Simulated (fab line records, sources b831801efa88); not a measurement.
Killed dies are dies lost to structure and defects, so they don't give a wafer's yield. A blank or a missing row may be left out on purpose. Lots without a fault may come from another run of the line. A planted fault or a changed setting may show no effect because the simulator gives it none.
fab line records | flow sky130
record lots=5 wafers=15 last_day=50
route steps=708 shown VIA2@524 METAL3@532 CAPM@537 PAD_OPEN@708
lots that met no fault: from a run of the same line without faults
start_h: hours from the record's first day to the start of the lot's first wafer shown | wait_h: hours since the lot's step before | " the same as in the row above | L1.1+2: a row that stands for several wafers | - no value, or no start given | * or withheld: withheld | < > ~ a bound
route shown NAME@n: a module of which the file shows steps, and the number in the route of the first | usual: mean/standard deviation of fault-free wafers | same: alike in all rows | chamber/n: place in a boat | sites: the reading at each site | _std_site: their standard deviation | _edge_site: outer sites' mean less inner sites' | radius_mm: how far each site lies from the wafer's centre | mask NAME#n: copy n | behind: the tool/chamber that last shaped the wafer | hold: why the lot was held/for how many hours/how that ended | device: the transistor (n, p or np) that didn't switch | end of line: the same wafers' tests at the end of the route | a step without rows: its recipe alone | killed: dies lost to structure and defects at the first sort, not the wafer's yield | map: a wafer's dies, x killed, . not, _ none there
set.NAME: the setting as run; set.NAME@STEP: as run at that earlier step | model.NAME: the simulator's own value behind a step, which no gauge read
lots at some steps of the route; a table a step, a row a wafer
services: from which hour (start_h, from the record's first day; less than 0 if before it) a tool's chamber was out of use, for how many hours, and why
## steps
# step SKY_VIA2_STRIP_17
# recipe chemistry=post_etch_residue_remover time_s=1200 temp_c=72.5
# step SKY_VIA2_CLEAN_18
# recipe chemistry=IPA time_s=180 temp_c=25
# step SKY_VIA2_CLEAN_19
# recipe chemistry=O3/DIW dry=n2_spin
# step SKY_VIA2_SPUTTER_20
# recipe material=TiN target_thk_nm=20 chamber_pressure_pa=5 power_w=4000 time_s=80
# step SKY_VIA2_CVD_21
# recipe material=W target_thk_nm=420 time_s=126.4 temp_c=400 pressure_torr=40
# step SKY_VIA2_CMP_24
# recipe stop_on=SiO2 t_overpolish_s=20 down_force_psi=3.5 platen_rpm=60 target_thk_nm=0 pad_velocity_m_s=0.94248
# step SKY_METAL3_SPUTTER_00
# recipe material=Ti target_thk_nm=15 power_w=3000 time_s=10 chamber_pressure_pa=0.4
# step SKY_METAL3_SPUTTER_01
# recipe material=TiN target_thk_nm=20 power_w=6500 time_s=16.7 chamber_pressure_pa=0.4
# step SKY_METAL3_SPUTTER_02
# recipe material=AlCu target_thk_nm=735 power_w=10600 time_s=39.1 chamber_pressure_pa=0.4
# step SKY_METAL3_SPUTTER_03
# recipe material=Ti target_thk_nm=5 power_w=3000 time_s=3.3 chamber_pressure_pa=0.4
# step SKY_METAL3_SPUTTER_04
# recipe material=TiN target_thk_nm=70 power_w=6500 time_s=58.3 chamber_pressure_pa=0.4
# usual cathode_dc_power_W=6499.9/1.1 throttle_valve_pct=30.0/1.1
# columns lot.wafer tool chamber start_h wait_h cathode_dc_power_W throttle_valve_pct model.TiN_of_METAL3_SPUTTER_04.thk_nm
L303.1 pvd_sputter-04 - 851.10 0.0 6501.3 28.4 70.77
L303.4 " - " " 6499.1 28.5 70.32
L303.5 " - " " 6498.3 29.5 71.73
L313.2 pvd_sputter-04 - 930.19 0.0 6502.1 28.3 107.8
L313.5 " - " " 6499.9 29.4 109
L313.6 " - " " 6499.6 29.9 108.3
L314.1 pvd_sputter-04 - 942.07 0.0 6500.6 32.1 105.9
L314.4 " - " " 6498.7 29.5 107.8
L314.6 " - " " 6499.0 29.4 107.5
L315.1 pvd_sputter-04 - 945.68 0.0 6500.8 29.3 108.2
L315.2 " - " " 6498.2 32.3 106.6
L315.5 " - " " 6501.6 32.4 106.8
L323.1 pvd_sputter-02 - 998.29 0.0 6499.2 29.1 69.76
L323.2 " - " " 6499.3 30.5 70.09
L323.4 " - " " 6499.3 30.8 70.23
# step SKY_CAPM_CVD_00
# recipe material=SiO2 target_thk_nm=15.5 temp_c=400 time_s=withheld rf_w=450
# step SKY_CAPM_SPUTTER_02
# recipe material=TiN target_thk_nm=200 temp_c=300 power_w=6500 time_s=166.7 chamber_pressure_pa=0.4
# step SKY_CAPM_DEHYDRATE_05
# recipe temp_c=200 time_s=60
# step SKY_CAPM_HMDS_06
# recipe prime_time_s=60 prime_temp_c=120
# step SKY_CAPM_COAT_07
# recipe resist=NOVOLAK spin_rpm=3000 resist_thk_nm=1140
# step SKY_CAPM_SOFTBAKE_08
# recipe temp_c=90 time_s=60 resist=NOVOLAK
# step SKY_CAPM_EXPOSE_09
# recipe mask_id=CAPM na=0.6 source_shape=conventional sigma_outer=0.6 polarization=unpolarized target_cd_nm=1000 dose_mj=159
# step SKY_CAPM_PEB_10
# recipe temp_c=withheld time_s=* resist=NOVOLAK
# step SKY_CAPM_DEVELOP_11
# recipe resist=NOVOLAK developer=TMAH develop_time_s=60 dev_temp_c=23
# step SKY_CAPM_METAL_ETCH_13
# recipe target_depth_nm=220 stop_on=SiO2 chemistry=Cl2/BCl3 target=TiN pressure_mtorr=10 icp_w=900 bias_w=48.5 Cl2_flow_sccm=60 bcl3_flow_sccm=30 time_s=60.68
# step SKY_CAPM_STRIP_14
# recipe chemistry=O2/N2 power_w=1400 pressure_mtorr=1500 platen_temp_c=withheld o2_flow_sccm=3000 n2_flow_sccm=300 overash_fraction=0.5
# step SKY_CAPM_STRIP_15
# recipe chemistry=post_etch_residue_remover time_s=1200 temp_c=72.5
# step SKY_CAPM_CLEAN_16
# recipe chemistry=IPA time_s=180 temp_c=25
# step SKY_CAPM_CLEAN_17
# recipe chemistry=O3/DIW dry=n2_spin
# step SKY_METAL3_DEHYDRATE_05
# recipe temp_c=200 time_s=60
# step SKY_METAL3_HMDS_06
# recipe prime_time_s=60 prime_temp_c=120
# step SKY_METAL3_COAT_07
# recipe resist=BARC temp_c=withheld time_s=withheld spin_rpm=3000 resist_thk_nm=60
# step SKY_METAL3_COAT_08
# recipe resist=KrF-thick spin_rpm=3000 resist_thk_nm=1140
# step SKY_METAL3_SOFTBAKE_09
# recipe temp_c=100 time_s=90 resist=KrF-thick
# step SKY_METAL3_EXPOSE_10
# recipe mask_id=MM3 na=0.68 source_shape=annular sigma_inner=0.4 sigma_outer=0.8 target_cd_nm=300 dose_mj=28
# step SKY_METAL3_PEB_11
# recipe peb_temp_c=withheld peb_time_s=withheld resist=KrF-thick
# step SKY_METAL3_DEVELOP_12
# recipe develop_time_s=60 resist=KrF-thick dev_temp_c=21
# step SKY_METAL3_DESCUM_15
# recipe chemistry=O2 source_power_w=150 bias_power_w=0 pressure_mtorr=10 temp_c=40 time_s=8
# step SKY_METAL3_METAL_ETCH_18
# recipe target_depth_a=8450 stop_on=SiO2 over_etch_frac=0.3 time_s=183.1 chemistry=Cl2/BCl3 resist_sidewall_deg=88 pressure_mtorr=10 icp_w=900 bias_w=48.5 Cl2_flow_sccm=60 bcl3_flow_sccm=30
# usual drypump_motor_current_A=5.6/0.31 oes_product_au=0.866/0.0069 throttle_valve_pct=22.264/0.0087
# columns lot.wafer tool chamber start_h wait_h drypump_motor_current_A oes_product_au rf_hours_counter_h throttle_valve_pct
L303.1 rie_metal-02 1 903.03 0.0 5.7 0.874 13 22.263
L303.4 " 1 " " 5.6 0.873 - 22.267
L303.5 " 0 " " 5.3 0.864 - 22.266
L313.2 rie_metal-01 1 979.87 0.0 5.1 0.893 17 22.259
L313.5 " 0 " " 6.0 0.880 - 22.258
L313.6 " 1 " " 5.1 0.884 - 22.267
L314.1 rie_metal-03 0 990.83 0.0 5.6 0.889 22 22.260
L314.4 " 0 " " 5.6 0.883 - 22.257
L314.6 " 1 " " 5.8 0.877 - 22.278
L315.1 rie_metal-02 0 994.32 0.0 5.3 0.883 14 22.254
L315.2 " 1 " " 5.6 0.893 17 22.243
L315.5 " 0 " " 5.3 0.887 - 22.266
L323.1 rie_metal-01 1 1045.66 0.0 5.1 0.870 21 22.264
L323.2 " 0 " " 6.1 0.861 18 22.269
L323.4 " 0 " " 6.1 0.859 - 22.270
# step SKY_PAD_OPEN_PROBE_99
# usual defect_limited_yield=82.9/2 killed_at_M0_to_M3=43/7 killed_at_M4_up=3.0/1.9 killed_at_contacts=24/4.6 killed_at_front_end=15/4.1 killed_at_other=0.3/0.52 killed_dies=84/9.7 killed_open=46/6.9 killed_short=38/6.8 sort_bin_3_pad_short=0.8/0.41 sort_bin_5_function=10.2/1.5 sort_bin_6_memory=6.1/1.1 sort_bin_8_speed=0.00/0.017 sort_n_pass=408/9.7 sort_yield_pct=82.9/2
# same gross_dies=492 killed_at_back_side=0 sort_bin_4_leakage[%]=0
# columns lot.wafer tool chamber start_h wait_h defect_limited_yield[%] killed_at_M0_to_M3 killed_at_M4_up killed_at_contacts killed_at_front_end killed_at_other killed_dies killed_open killed_short sort_bin_3_pad_short[%] sort_bin_5_function[%] sort_bin_6_memory[%] sort_bin_8_speed[%] sort_n_pass sort_yield_pct[%] model.etest.via3_chain.rc_ohm
L303.1 prober-02 - 1075.81 0.1 82.9 38 2 25 19 0 84 53 30 0.2 11.2 5.7 0 408 82.9 9.308
L303.4 prober-02 - 1075.96 0.2 85.4 32 2 19 18 1 72 42 27 0.6 8.9 5.1 0 420 85.4 9.534
L303.5 prober-02 - 1076.01 0.2 83.1 38 4 27 14 0 83 50 32 0.4 10.6 5.9 0 409 83.1 9.631
L313.2 prober-01 - 1138.93 0.1 84.3 43 2 20 12 0 77 43 34 0.6 9.6 5.5 0 415 84.3 9.857
L313.5 prober-01 - 1139.08 0.2 80.7 51 4 27 13 0 95 50 42 0.4 13.2 5.7 0.20 396 80.5 10.43
L313.6 prober-01 - 1139.13 0.2 83.9 46 4 20 8 1 79 44 35 0.6 8.3 7.1 0 413 83.9 10.87
L314.1 prober-02 - 1145.68 0.1 82.5 43 2 26 13 2 86 40 44 0.8 11.2 5.5 0 406 82.5 10.24
L314.4 prober-02 - 1145.83 0.2 78.7 50 5 28 20 2 105 50 51 2.2 12.4 6.7 0 387 78.7 10.63
L314.6 prober-02 - 1145.93 0.2 82.1 43 1 24 19 1 88 53 34 0.6 11.2 6.1 0 404 82.1 10.45
L315.1 prober-01 - 1150.93 0.1 82.1 41 9 26 11 1 88 41 46 0.6 12.2 5.1 0 404 82.1 10.36
L315.2 prober-01 - 1150.98 0.1 79.7 50 5 33 12 0 100 46 54 1.0 12.0 7.3 0 392 79.7 10.71
L315.5 prober-01 - 1151.13 0.2 81.7 46 2 24 17 1 90 44 45 0.6 12.4 5.3 0 402 81.7 10.71
L323.1 prober-01 - 1188.53 0.1 83.5 39 2 30 10 0 81 35 46 0.6 9.8 6.1 0 411 83.5 9.095
L323.2 prober-01 - 1188.58 0.1 83.9 44 5 17 12 1 79 47 31 0.6 9.3 6.1 0 413 83.9 9.753
L323.4 prober-01 - 1188.68 0.2 85.6 41 1 17 11 1 71 38 33 1.0 7.7 5.7 0 421 85.6 9.556
# killed by level:class
L303.1 VIA1:geometric_particle:open=12 LI_CONTACT:geometric_particle:open=9 VIA3:geometric_particle:open=7 CONTACT:geometric_particle:short=6 VIA2:geometric_particle:open=6 POLY_GATE:geometric_particle:open=5 CONTACT:geometric_particle:open=5 FIELD_ISO:geometric_particle:short=4
L303.4 CONTACT:geometric_particle:open=7 FIELD_ISO:geometric_particle:open=6 LI_CONTACT:geometric_particle:open=6 METAL1:geometric_particle:short=6 VIA1:geometric_particle:open=5 VIA3:geometric_particle:open=4 METAL2:geometric_particle:open=4 FIELD_ISO:geometric_particle:short=3
L303.5 VIA1:geometric_particle:open=11 CONTACT:geometric_particle:open=9 LI_CONTACT:geometric_particle:open=8 METAL2:geometric_particle:short=8 VIA3:geometric_particle:open=6 CONTACT:geometric_particle:short=5 FIELD_ISO:geometric_particle:short=4 POLY_GATE:geometric_particle:open=4
L313.2 VIA2:geometric_particle:open=8 CONTACT:geometric_particle:open=7 VIA3:geometric_particle:open=7 METAL2:geometric_particle:short=6 LI_CONTACT:geometric_particle:open=5 VIA1:geometric_particle:open=5 FIELD_ISO:geometric_particle:short=4 LI_CONTACT:geometric_particle:short=4
L313.5 VIA1:geometric_particle:open=10 CONTACT:geometric_particle:open=9 VIA3:geometric_particle:open=8 METAL1:geometric_particle:short=7 LI_CONTACT:geometric_particle:open=7 LOCAL_INTERCONNECT:geometric_particle:short=6 METAL2:geometric_particle:short=6 VIA2:geometric_particle:short=5
L313.6 VIA1:geometric_particle:open=10 VIA2:geometric_particle:open=9 VIA3:geometric_particle:open=7 LI_CONTACT:geometric_particle:open=6 LI_CONTACT:geometric_particle:short=4 METAL1:geometric_particle:open=4 LOCAL_INTERCONNECT:geometric_particle:short=4 CONTACT:geometric_particle:open=4
L314.1 VIA2:geometric_particle:open=8 LI_CONTACT:geometric_particle:open=7 VIA1:geometric_particle:short=7 VIA1:geometric_particle:open=7 CONTACT:geometric_particle:open=6 METAL2:geometric_particle:short=6 POLY_GATE:geometric_particle:short=5 LOCAL_INTERCONNECT:geometric_particle:short=4
L314.4 VIA1:geometric_particle:open=12 LOCAL_INTERCONNECT:geometric_particle:short=9 METAL1:geometric_particle:short=9 VIA3:geometric_particle:open=8 CONTACT:geometric_particle:open=6 POLY_GATE:geometric_particle:short=5 VIA2:geometric_particle:open=5 METAL2:geometric_particle:short=5
L314.6 CONTACT:geometric_particle:open=10 VIA1:geometric_particle:open=10 FIELD_ISO:geometric_particle:open=8 METAL2:geometric_particle:short=6 LI_CONTACT:geometric_particle:open=5 LOCAL_INTERCONNECT:geometric_particle:short=5 VIA2:geometric_particle:open=5 VIA3:geometric_particle:open=5
L315.1 VIA1:geometric_particle:open=11 METAL2:geometric_particle:short=8 METAL4:geometric_particle:short=7 LOCAL_INTERCONNECT:geometric_particle:short=7 CONTACT:geometric_particle:short=7 LI_CONTACT:geometric_particle:open=5 CONTACT:geometric_particle:open=5 VIA3:geometric_particle:open=5
L315.2 METAL2:geometric_particle:short=9 CONTACT:geometric_particle:short=9 VIA2:geometric_particle:open=8 VIA1:geometric_particle:open=8 LI_CONTACT:geometric_particle:open=7 CONTACT:geometric_particle:open=7 VIA3:geometric_particle:open=7 LOCAL_INTERCONNECT:geometric_particle:short=6
L315.5 VIA1:geometric_particle:short=15 LI_CONTACT:geometric_particle:open=10 VIA2:geometric_particle:open=8 VIA1:geometric_particle:open=7 FIELD_ISO:geometric_particle:open=6 METAL2:geometric_particle:short=6 CONTACT:geometric_particle:open=5 POLY_GATE:geometric_particle:short=4
L323.1 CONTACT:geometric_particle:open=9 LI_CONTACT:geometric_particle:short=8 METAL2:geometric_particle:short=8 METAL1:geometric_particle:short=7 LOCAL_INTERCONNECT:geometric_particle:short=7 LI_CONTACT:geometric_particle:open=6 VIA1:geometric_particle:open=6 VIA2:geometric_particle:open=5
L323.2 VIA2:geometric_particle:open=10 VIA1:geometric_particle:open=9 CONTACT:geometric_particle:open=8 VIA3:geometric_particle:open=6 FIELD_ISO:geometric_particle:short=4 VIA2:geometric_particle:short=4 METAL1:geometric_particle:short=4 FIELD_ISO:geometric_particle:open=3
L323.4 VIA1:geometric_particle:open=9 METAL2:geometric_particle:short=9 LI_CONTACT:geometric_particle:open=7 CONTACT:geometric_particle:short=5 VIA3:geometric_particle:open=5 FIELD_ISO:geometric_particle:open=4 METAL1:geometric_particle:short=4 VIA2:geometric_particle:open=4
## services
# columns tool chamber start_h hours kind
rie_metal-01 1 839.05 4.0 repair
pvd_sputter-04 3 848.96 - consumable_replace:kit
pvd_sputter-04 3 848.96 18.0 scheduled_down
pvd_sputter-04 3 848.96 18.0 vent_cycle
rie_metal-03 - 855.62 1.4 pm
rie_metal-02 - 874.87 1.5 repair
rie_metal-02 1 876.18 1.9 repair
rie_metal-03 - 929.48 2.8 pm
pvd_sputter-02 - 937.96 15.0 repair
rie_metal-03 1 971.58 15.1 repair
pvd_sputter-02 2 994.37 - consumable_replace:kit
pvd_sputter-02 2 994.37 18.0 scheduled_down
pvd_sputter-02 2 994.37 18.0 vent_cycle
pvd_sputter-04 2 999.92 - consumable_replace:kit
pvd_sputter-04 2 999.92 18.0 scheduled_down
pvd_sputter-04 2 999.92 18.0 vent_cycle
rie_metal-02 - 1011.53 0.3 repair
## key
first_sign step=SKY_METAL3_METAL_ETCH_18 reading=oes_product_au direction=up sigmas=2.9 usual=0.866 struck=0.885
effect none on later readings
model_effect step=SKY_METAL3_SPUTTER_04 value=TiN_of_METAL3_SPUTTER_04.thk_nm without=70.62 struck=107.5
model_effect step=SKY_PAD_OPEN_PROBE_99 value=etest.via3_chain.rc_ohm without=9.453 struck=10.47
met_at SKY_METAL3_SPUTTER_04
struck_wafers L313.2,L313.5,L313.6,L314.1,L314.4,L314.6,L315.1,L315.2,L315.5
onset_between 851.10 930.19
fault kind=process_parameter_drift tool=pvd_sputter-04 chamber=- onset_h=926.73 steps=SKY_METAL3_SPUTTER_04 channel=target_thk_nm offset=36.903 shape=step end_h=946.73 acts_in=these_recipes_only stated=70
